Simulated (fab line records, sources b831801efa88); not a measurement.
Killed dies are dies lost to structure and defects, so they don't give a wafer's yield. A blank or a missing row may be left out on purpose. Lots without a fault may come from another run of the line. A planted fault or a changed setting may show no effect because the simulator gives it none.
A struck lot beside a sound one | flow sky130 | 18 steps out of a route of 708
Sound: wafers L342.1, L342.3, L342.4. Struck: wafer L358.5. (L358.1, L358.6 of the same lot were not struck and are left out.) The cause comes at the end.
At each step with rows: each side's tool, then ch and its chambers, then its first start. Under that, the readings that differ: sound wafers | struck wafers | difference of the means | sigmas: that difference in standard deviations of wafers without a fault.
alike: readings whose means differ by less than 2 such deviations, and words and numbers that are the same on both sides. not compared: withheld readings, readings that some wafer has no value for, bounds like >300 that may hide the same value, and numbers for which the record gives no deviation and whose values overlap.
The two part at a step that has a row with sigmas, a row that says differs or no value, or rows on one side only. Numbers that don't overlap but have no deviation are shown without sigmas and don't part them. A reading that every wafer of one side lacks parts them only if that side has two wafers or more.

first, 1 step without rows for these wafers: SKY_VT_ADJUST_PCH_IMPLANT_08.
SKY_VT_ADJUST_PCH_STRIP_09: strips in O2/N2.
  sound on plasma_asher-01 ch 0,1, day 11 04:36; struck on plasma_asher-04 ch 0, day 16 09:01
  alike: drypump_motor_current_A, oes_product_au, strip_time_to_endpoint_s
  not compared: rf_hours_counter_h
SKY_VT_ADJUST_PCH_TW_MEAS_10:
  sound on film_metro-01, day 11 04:42; struck on film_metro-02, day 16 09:07
  alike: VT_ADJUST_PCH_TW
then, 7 steps without rows for these wafers: SKY_SONOS_TUNNEL_DEHYDRATE_00 (time 60 s); SKY_SONOS_TUNNEL_HMDS_01 (prime time 60 s); SKY_SONOS_TUNNEL_COAT_02 (resist thk 1140 nm); SKY_SONOS_TUNNEL_SOFTBAKE_03 (time 60 s); SKY_SONOS_TUNNEL_EXPOSE_04 (exposes mask TUNM, target cd 410 nm); SKY_SONOS_TUNNEL_PEB_05; SKY_SONOS_TUNNEL_DEVELOP_06 (develop time 60 s).
SKY_SONOS_TUNNEL_CD_MEAS_07: target cd 410 nm.
  sound on cd_sem-02, day 12 04:31; struck on cd_sem-01, day 17 13:25
  reading    | sound             | struck | difference | sigmas
  cd_nm (nm) | 411.8 412.7 412.7 | 406.7  | -5.7       | -3
SKY_SONOS_TUNNEL_OVL_MEAS_08:
  sound on overlay-01, day 12 04:38; struck on overlay-01, day 17 13:32
  alike: SONOS_TUNNEL_OVL
SKY_SONOS_TUNNEL_IMPLANT_09:
  sound on implanter-03 ch 0, day 12 04:40; struck on implanter-03 ch 0, day 17 13:34
  alike: beam_on_s
then, 2 steps without rows for these wafers: SKY_SONOS_TUNNEL_WET_ETCH_10 (etches SiO2 in dHF, target depth 14 nm, time 280 s); SKY_SONOS_TUNNEL_STRIP_11 (strips in SPM, time 600 s).
SKY_SONOS_TUNNEL_TW_MEAS_12:
  sound on film_metro-03, day 12 05:05; struck on film_metro-01, day 17 13:58
  reading         | sound             | struck | difference | sigmas
  SONOS_TUNNEL_TW | 193.4 192.8 192.9 | 186.7  | -6.3       | -3
then, 1 step without rows for these wafers: SKY_SONOS_TUNNEL_CLEAN_13 (cleans in dHF, time 20 s).
-- the record jumps here: 33 days lie between the struck wafers' starts before and after (it left off in module SONOS_TUNNEL and takes up again in module PAD_OPEN, whose first step shown is number 708 of the route) --
SKY_PAD_OPEN_PROBE_99:
  sound on prober-02, day 46 10:56; struck on prober-02, day 50 04:02
  reading                                     | sound                   | struck  | difference | sigmas
  model.etest.tip_sonos.rs_ohm_sq_range       | 31.11 43.2 32.2         | 74.62   | +39.12     |
  model.etest.sonos_uncharged.r_on_ohm_um     | 781.5 800.9 790.2       | 809.8   | +18.9      |
  model.etest.sonos_programmed.off_log10_a_um | -13.91 -14.03 -13.95    | -13.87  | +0.09      |
  model.etest.sonos_baked.vt_v (V)            | 0.9886 1.033 0.9559     | 0.874   | -0.118     |
  model.etest.sonos_uncharged.vt_v (V)        | -0.4444 -0.4142 -0.4295 | -0.4796 | -0.0502    |
  alike: killed_at_M0_to_M3, killed_at_M4_up, killed_at_contacts, killed_at_front_end, killed_at_other, killed_dies, killed_open, killed_short

WHERE THEY PART
First at SKY_SONOS_TUNNEL_CD_MEAS_07; last, within this record, at SKY_SONOS_TUNNEL_TW_MEAS_12. Later steps at which nothing parts them and some readings are alike: SKY_PAD_OPEN_PROBE_99.

WHY: what the simulator had put in
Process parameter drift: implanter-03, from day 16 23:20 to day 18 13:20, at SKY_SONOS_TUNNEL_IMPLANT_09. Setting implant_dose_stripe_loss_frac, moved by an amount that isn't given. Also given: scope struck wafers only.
